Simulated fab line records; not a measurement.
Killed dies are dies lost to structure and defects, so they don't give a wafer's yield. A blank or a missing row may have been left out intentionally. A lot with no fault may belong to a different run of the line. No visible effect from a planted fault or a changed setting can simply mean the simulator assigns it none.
What tool caused it? -- flow sfq_line -- Sampling: 13 lots, 39 wafers, 5 of 325 route steps

== WHAT THE GAUGES READ, wafer by wafer ==
SFQ_L0V_OVL_MEAS_903.
lot,measured,on,L0V_OVL (nm)
L487,day 4 21:58,overlay-01,1 -2 0
L488,day 4 23:10,overlay-02,6 2 6
L489,day 7 16:17,overlay-01,4 7 3
L490,day 8 09:20,overlay-01,-3 -11 -3
L491,day 8 22:32,overlay-01,6 7 5
L492,day 9 04:32,overlay-01,6 7 4
L497,day 10 18:04,overlay-01,3 3 -3
L503,day 12 15:50,overlay-01,-4 7 8
L504,day 13 00:13,overlay-01,7 -2 -4
L505,day 13 06:08,overlay-01,3 4 -9
L506,day 13 12:08,overlay-02,3 2 7
L509,day 14 07:20,overlay-01,-2 13 9
L510,day 14 16:56,overlay-02,1 4 3

SFQ_M0_OVL_MEAS_906.
lot,measured,on,M0_OVL (nm)
L487,day 8 16:32,overlay-02,3 -4 9
L488,day 8 18:56,overlay-02,-1 3 5
L489,day 11 21:50,overlay-02,5 2 7
L490,day 12 13:25,overlay-01,-2 -1 -4
L491,day 13 05:02,overlay-02,1 3 2
L492,day 13 06:14,overlay-02,11 7 5
L497,day 13 12:13,overlay-01,-5 -7 -4
L503,day 13 20:38,overlay-01,3 3 4
L504,day 13 21:49,overlay-01,-6 -7 -8
L505,day 13 23:14,overlay-01,-11 -8 -16
L506,day 14 00:14,overlay-01,-7 -6 -1
L509,day 14 10:48,overlay-02,1 2 5
L510,day 14 20:23,overlay-02,-8 -6 3

SFQ_M1_OVL_MEAS_911.
lot,measured,on,M1_OVL (nm)
L487,day 16 19:14,overlay-01,11 12 15
L488,day 16 20:26,overlay-01,4 8 6
L489,day 16 22:50,overlay-02,12 9 10
L490,day 17 07:13,overlay-01,6 3 6
L491,day 17 17:07,overlay-02,-3 0 7
L492,day 18 01:29,overlay-02,1 2 1
L497,day 18 13:59,overlay-01,4 2 11
L503,day 19 06:16,overlay-02,13 14 13
L504,day 19 08:40,overlay-02,10 8 11
L505,day 19 09:52,overlay-01,15 15 10
L506,day 19 11:04,overlay-01,8 10 10
L509,day 19 23:35,overlay-01,11 12 9
L510,day 20 10:59,overlay-02,4 1 6

== WHAT TOOL EACH LOT RAN ON (gives the tool, then ch and the chambers of the sampled wafers, and finally the start) ==
lot,SFQ_TRILAYER_L0_CAP_PECVD_011,SFQ_TRILAYER_L0_VIA_ETCH_VIA_ETCH_016
L487,"pecvd-04 ch 0,1,2, day 2 11:16","rie_diel-04 ch 0,2, day 4 22:02"
L488,"pecvd-04 ch 0,2, day 2 13:41","rie_diel-01 ch 0,3, day 4 23:14"
L489,"pecvd-03 ch 0,1,2, day 4 07:53","rie_diel-02 ch 0,2,3, day 7 16:21"
L490,"pecvd-03 ch 0,1, day 4 16:50","rie_diel-01 ch 1,2, day 8 09:24"
L491,"pecvd-03 ch 0,2, day 5 06:23","rie_diel-02 ch 0,2,3, day 8 22:36"
L492,"pecvd-04 ch 0,1,2, day 5 13:07","rie_diel-01 ch 1,2, day 9 04:36"
L497,"pecvd-01 ch 0,2, day 6 18:23","rie_diel-04 ch 0,1,3, day 10 18:09"
L503,"pecvd-04 ch 0,1, day 8 13:49","rie_diel-01 ch 0,2,3, day 12 15:54"
L504,"pecvd-03 ch 0,1, day 8 21:01","rie_diel-01 ch 1,2,3, day 13 00:18"
L505,"pecvd-04 ch 0,1,2, day 9 00:37","rie_diel-02 ch 0,1,2, day 13 06:13"
L506,"pecvd-04 ch 0,1,2, day 9 04:13","rie_diel-01 ch 0,3, day 13 12:13"
L509,"pecvd-04 ch 0,1, day 9 23:25","rie_diel-04 ch 1,2,3, day 14 07:25"
L510,"pecvd-01 ch 0,1,2, day 10 07:49","rie_diel-02 ch 0,2,3, day 14 17:01"
- SFQ_TRILAYER_L0_CAP_PECVD_011: deposits SiO2 from SiH4/N2O, time 13.333 s, target thk 60 nm.
- SFQ_TRILAYER_L0_VIA_ETCH_VIA_ETCH_016: etches SiO2 in CHF3, stops on MoNx KI, target depth 80 nm.

== AS READ BY THE TOOLS THEMSELVES (means over the sampled wafers that have a number; for cases with no such wafer, the mark the record gives instead) ==
SFQ_TRILAYER_L0_CAP_PECVD_011.
lot,tool,heater_power_w (W),throttle_valve_pct (%)
L487,pecvd-04,79,23.0
L488,pecvd-04,83,22.6
L489,pecvd-03,87,27.3
L490,pecvd-03,87,26.2
L491,pecvd-03,86,29.3
L492,pecvd-04,79,23.0
L497,pecvd-01,85,29.2
L503,pecvd-04,82,23.2
L504,pecvd-03,83,28.4
L505,pecvd-04,82,23.2
L506,pecvd-04,77,23.1
L509,pecvd-04,90,23.1
L510,pecvd-01,88,22.9

SFQ_TRILAYER_L0_VIA_ETCH_VIA_ETCH_016.
lot,tool,drypump_motor_current_A (A),oes_product_au (a.u.)
L487,rie_diel-04,6.1,0.850
L488,rie_diel-01,6.0,0.843
L489,rie_diel-02,6.1,0.843
L490,rie_diel-01,4.9,0.838
L491,rie_diel-02,6.1,0.847
L492,rie_diel-01,4.9,0.839
L497,rie_diel-04,5.7,0.821
L503,rie_diel-01,5.5,0.838
L504,rie_diel-01,4.9,0.850
L505,rie_diel-02,5.7,0.840
L506,rie_diel-01,6.0,0.841
L509,rie_diel-04,5.7,0.846
L510,rie_diel-02,6.0,0.842

== THE ANSWER, worked out from the rows above alone ==
Rule: the lots themselves supply what counts as usual. Put in order of their means at a reading, lots are off if they are a third of the lots or fewer, leave a main group of 4 or more, and stand apart from it by a gap of 3 or more times the standard deviation of the main group's means; of several such gaps the widest counts. If all means in a main group match to the digits the tables above print for the reading, that group is not used. Also off: a lot with no number at a reading for which 4 or more lots have one. Where the step has rows for the other lots, those lots are counted as sound. The gauges are gone through in route order, then the tools' own readings, and for those a lot's mean is taken as printed above. The first step at which some lot is off is used, and at that step the reading that is off furthest; a lot without a number counts as furthest.
Off: L497, at SFQ_TRILAYER_L0_VIA_ETCH_VIA_ETCH_016 (oes_product_au). For the main group the mean is 0.843 a.u. and the standard deviation 0.0041.
If a tool, at that step or one of the process steps before it, ran each lot that is off and ran no sound lot following the first of them, it fits. None of those tried fits.

== WHAT THE SIMULATOR HAD PUT IN ==
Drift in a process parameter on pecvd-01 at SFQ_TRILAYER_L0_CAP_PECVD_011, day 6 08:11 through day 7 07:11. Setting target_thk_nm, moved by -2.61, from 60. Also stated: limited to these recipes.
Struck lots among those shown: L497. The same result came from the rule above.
